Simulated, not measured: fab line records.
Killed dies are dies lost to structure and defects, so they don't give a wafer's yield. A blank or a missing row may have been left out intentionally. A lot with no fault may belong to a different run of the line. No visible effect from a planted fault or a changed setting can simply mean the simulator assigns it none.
Comparing a struck lot with a sound one	flow sky130	16 steps out of a route of 708
Sound: the wafers L536.1, L536.4, L536.6. Struck: wafers L545.2, L545.4, L545.5. The cause comes at the end.
At each step with rows: each side's tool, then ch and its chambers, then its first start. Under that, the readings that differ: sound wafers	struck wafers	difference of the means	sigmas: that difference in standard deviations of wafers without a fault.
alike: same words and numbers on both sides, and readings whose means sit less than 2 such deviations apart. not compared: any withheld reading, any reading some wafer has no value for, any bound like >300 that may hide the same value, and any number with overlapping values for which the record gives no deviation.
A row with sigmas, a row that says differs or no value, or rows on one side alone: a step with any of these is where the two part. Non-overlapping numbers with no deviation appear without sigmas and do not part them. Lack of a reading on every wafer of one side parts them only where that side has two or more wafers.

SKY_METAL5_SPUTTER_03: material Ti, target thk 5 nm, time 3.3 s.
  sound on pvd-sputter-02, day 44 08:53; struck on pvd-sputter-01, day 46 06:25
  alike: throttle-valve-pct
SKY_METAL5_SPUTTER_04: material TiN, target thk 70 nm, time 58.3 s.
  sound on pvd-sputter-02, day 44 08:55; struck on pvd-sputter-01, day 46 06:25
  alike: throttle-valve-pct
SKY_METAL5_RS_MEAS_05: the measuring method here is four-point-probe.
  sound on film-metro-01, day 44 08:58; struck on film-metro-02, day 46 06:29
  alike: METAL5_ALCU_RS
SKY_METAL5_THK_MEAS_06: measures by xrf.
  sound on film-metro-01, day 44 09:05; struck on film-metro-02, day 46 06:36
  alike: METAL5_ALCU_THK
then, 7 steps without rows for these wafers: SKY_METAL5_DEHYDRATE_07 (time 60 s); SKY_METAL5_HMDS_08 (prime time 60 s); SKY_METAL5_COAT_09 (resist thk 1800 nm); SKY_METAL5_SOFTBAKE_10 (time 60 s); SKY_METAL5_EXPOSE_11 (exposes mask MM5, target cd 1600 nm); SKY_METAL5_PEB_12; SKY_METAL5_DEVELOP_13 (develop time 60 s).
SKY_METAL5_DESCUM_14: chemistry O2, time 11 s.
  sound on rie-metal-04 ch 0,1, day 45 05:47; struck on rie-metal-03 ch 1, day 46 23:54
  alike: drypump-motor-current-A, oes-product-au
  not compared: rf-hours-counter-h
SKY_METAL5_METAL_ETCH_15: etches the open film in Cl2/BCl3, stops on SiO2, target depth 1260 nm, time 252 s.
  sound on rie-metal-04 ch 0,1, day 45 05:49; struck on rie-metal-03 ch 1, day 46 23:56
  no value came back on the struck wafers for any of 6 readings (bcl3-flow-sccm (sccm), bias-w (W) and others); on the sound wafers bcl3-flow-sccm (sccm) reads 30.11 30.00 30.05
reading	sound	struck	difference	sigmas
model.NOVOLAK_of_METAL5_COAT_09.thk-nm (nm)	1044 1034 1041	1785 1794 1791	+750	
model.SiO2_of_VIA4_HDPCVD_00.thk-nm (nm)	551.1 549.9 549.6	574.4 574.4 574.2	+24.1	
  not compared: rf-hours-counter-h
SKY_METAL5_STRIP_16: strips in O2/N2.
  sound on plasma-asher-01 ch 0,1, day 45 06:03; struck on plasma-asher-04 ch 0, day 47 00:10
reading	sound	struck	difference	sigmas
strip-time-to-endpoint-s (s)	13.18 13.06 13.14	21.48 21.58 21.54	+8.41	+70
  alike: drypump-motor-current-A, n2-flow-sccm, oes-product-au
  not compared: rf-hours-counter-h
then, 1 step without rows for these wafers: SKY_METAL5_STRIP_17 (strips in post etch residue remover, time 1200 s).
SKY_PAD_OPEN_PROBE_99:
  rows exist in the record for the struck wafers here (prober-02, day 48 15:15), but not for the sound ones

== WHERE THEY PART ==
First at SKY_METAL5_METAL_ETCH_15; last, within this record, at SKY_PAD_OPEN_PROBE_99.

WHY: what the simulator had put in
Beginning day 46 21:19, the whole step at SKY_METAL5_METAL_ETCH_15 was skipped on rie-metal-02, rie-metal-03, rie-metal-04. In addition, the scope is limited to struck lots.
